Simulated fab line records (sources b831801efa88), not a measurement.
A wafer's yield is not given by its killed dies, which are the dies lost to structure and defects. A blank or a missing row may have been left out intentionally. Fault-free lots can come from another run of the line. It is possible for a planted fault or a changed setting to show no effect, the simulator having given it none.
What tool caused it?	flow sky130	39 wafers from 13 lots sampled at 5 of the route's 708 steps

## WHAT EACH GAUGE READ, for each wafer
SKY_LDD_P_TW_MEAS_11. Usual: for LDD_P_TW the level is 637 and the standard deviation is 7.1.
lot	measured	on	LDD_P_TW	flag
L493	day 19 03:32	film metro-03	625 627 627	
L496	day 20 08:10	film metro-04	638 641 640	
L497	day 20 18:20	film metro-03	631 631 630	
L499	day 21 18:57	film metro-04	647 644 639	
L500	day 22 00:56	film metro-02	638 636 642	
L502	day 22 13:19	film metro-03	627 627 629	
L503	day 23 09:18	film metro-02	642 641 644	
L504	day 23 19:51	film metro-04	641 642 640	
L505	day 24 05:36	film metro-03	629 625 627	
L510	day 25 16:37	film metro-04	645 645 643	
L507	day 25 18:06	film metro-04	642 642 643	
L513	day 26 08:57	film metro-04	640 641 638	
L516	day 27 10:20	film metro-04	642 643 646	

SKY_LDD_HVP_TW_MEAS_10. Usual: for LDD_HVP_TW the level is 456 and the standard deviation is 4.2.
lot	measured	on	LDD_HVP_TW	flag
L493	day 21 16:31	film metro-03	448 449 450	
L496	day 22 21:38	film metro-04	460 458 458	
L497	day 23 08:05	film metro-03	451 453 450	
L499	day 24 07:49	film metro-04	459 459 459	
L500	day 24 13:10	film metro-03	451 451 449	
L502	day 25 01:10	film metro-04	461 462 462	
L503	day 25 20:07	film metro-01	459 458 458	
L504	day 26 06:26	film metro-01	455 458 457	
L505	day 26 16:25	film metro-04	458 458 458	
L510	day 28 02:13	film metro-01	457 457 457	
L507	day 28 04:26	film metro-03	452 449 451	
L513	day 28 19:02	film metro-04	457 459 458	
L516	day 29 18:14	film metro-04	459 458 457	

SKY_LDD_LDN_TW_MEAS_13. Usual: for LDD_LDN_TW the level is 1490 and the standard deviation is 7.6.
lot	measured	on	LDD_LDN_TW	flag
L493	day 23 00:07	film metro-01	1484 1495 1486	
L496	day 24 03:25	film metro-01	1484 1487 1480	
L497	day 24 14:07	film metro-04	1478 1485 1482	
L499	day 25 14:01	film metro-01	1487 1479 1482	
L500	day 25 19:37	film metro-04	1495 1497 1493	
L502	day 26 06:34	film metro-01	1482 1482 1482	
L503	day 27 02:22	film metro-04	1500 1489 1484	
L504	day 27 11:47	film metro-01	1472 1482 1479	
L505	day 27 21:49	film metro-02	1496 1496 1493	
L510	day 29 06:34	film metro-04	1484 1493 1495	
L507	day 29 09:28	film metro-01	1488 1490 1480	
L513	day 29 23:11	film metro-01	1414 1404 1409	OFF
L516	day 30 22:55	film metro-01	1401 1412 1413	OFF

SKY_SD_P_TW_MEAS_11. Usual: for SD_P_TW the level is 2833 and the standard deviation is 32.
lot	measured	on	SD_P_TW	flag
L493	day 25 12:48	film metro-03	2803 2802 2803	
L496	day 26 16:29	film metro-01	2825 2827 2840	
L497	day 27 02:44	film metro-01	2842 2834 2838	
L499	day 28 02:15	film metro-02	2863 2872 2889	
L500	day 28 06:45	film metro-02	2868 2886 2871	
L502	day 28 17:54	film metro-02	2861 2869 2878	
L503	day 29 12:35	film metro-01	2829 2847 2837	
L504	day 29 23:27	film metro-02	2869 2855 2869	
L505	day 30 07:38	film metro-03	2781 2782 2778	
L510	day 31 15:46	film metro-02	2848 2841 2849	
L507	day 31 19:38	film metro-03	2792 2805 2800	
L513	day 32 08:34	film metro-03	2775 2801 2779	
L516	day 33 08:08	film metro-02	2876 2851 2864	

## WHAT TOOL EACH LOT RAN ON (gives the tool, then ch and the chambers of the sampled wafers, and finally the start)
lot	SKY_LDD_LDN_IMPLANT_08
L493	implanter-03 ch 0, day 22 23:26
L496	implanter-03 ch 0, day 24 02:44
L497	implanter-01 ch 0, day 24 13:26
L499	implanter-01 ch 0, day 25 13:19
L500	implanter-03 ch 0, day 25 18:55
L502	implanter-02 ch 0, day 26 05:52
L503	implanter-02 ch 0, day 27 01:40
L504	implanter-03 ch 0, day 27 11:07
L505	implanter-01 ch 0, day 27 21:07
L510	implanter-02 ch 0, day 29 05:53
L507	implanter-02 ch 0, day 29 08:46
L513	implanter-02 ch 0, day 29 22:31
L516	implanter-02 ch 0, day 30 22:14
- SKY_LDD_LDN_IMPLANT_08

## AS READ BY THE TOOLS THEMSELVES (means over the sampled wafers that have a number; for cases with no such wafer, the mark the record gives instead)
SKY_LDD_LDN_IMPLANT_08. Usual: dose ions cm2 1.25e+13, standard deviation 1.3e+10; faraday current uA 70.7, standard deviation 1.4.
lot	tool	dose ions cm2	faraday current uA	flag
L493	implanter-03	1.25e+13	70.4	
L496	implanter-03	1.25e+13	68.9	
L497	implanter-01	1.25e+13	73.0	
L499	implanter-01	1.25e+13	71.7	
L500	implanter-03	1.25e+13	70.4	
L502	implanter-02	1.25e+13	71.2	
L503	implanter-02	1.25e+13	70.0	
L504	implanter-03	1.25e+13	69.6	
L505	implanter-01	1.25e+13	71.2	
L510	implanter-02	1.25e+13	70.3	
L507	implanter-02	1.25e+13	72.3	
L513	implanter-02	4.49e+12	25.7	OFF
L516	implanter-02	4.49e+12	25.2	OFF

## THE ANSWER, worked out from the rows above alone
Rule: take the mean of a lot's wafers that have a number; if it is more than 3 standard deviations from the usual mean, the lot is off. Also off: a lot with no number at a reading for which 4 or more lots have one. All remaining lots with rows at the step are treated as sound. After the gauges, taken in route order, come the tools' own readings; for these a lot's mean is taken, as printed above. At the first step where some lot is off, the reading lying furthest off is the one used; lots without a number count as furthest.
Off: L513, L516, at SKY_LDD_LDN_TW_MEAS_13 (LDD_LDN_TW).
If a tool, at a process step before that reading, ran all the lots that are off and no sound lot after the first of them, it fits. The gauges at SKY_LDD_LDN_TW_MEAS_13 aren't tried: what is off there is off at SKY_LDD_LDN_IMPLANT_08 too, on other tools, and a gauge's error can't cause that. One fits: SKY_LDD_LDN_IMPLANT_08 on implanter-02. A fault onset in the window from L507 (day 29 08:46, its last sound lot) to L513 (day 29 22:31, its first lot off) fits.
The tool's own readings at SKY_LDD_LDN_IMPLANT_08 bear it out: on the lots that are off they differ by more than 5 times the standard deviation of the sound lots' means. dose ions cm2 reads 4.49e+12 there against 1.25e+13 on the sound lots; faraday current uA reads 25.4 there against 70.8 on the sound lots.

## WHAT THE SIMULATOR HAD INSERTED
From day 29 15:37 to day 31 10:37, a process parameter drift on implanter-02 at SKY_LDD_LDN_IMPLANT_08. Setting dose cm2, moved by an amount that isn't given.
Lots struck among those shown: L513, L516. Same finding as the rule above.
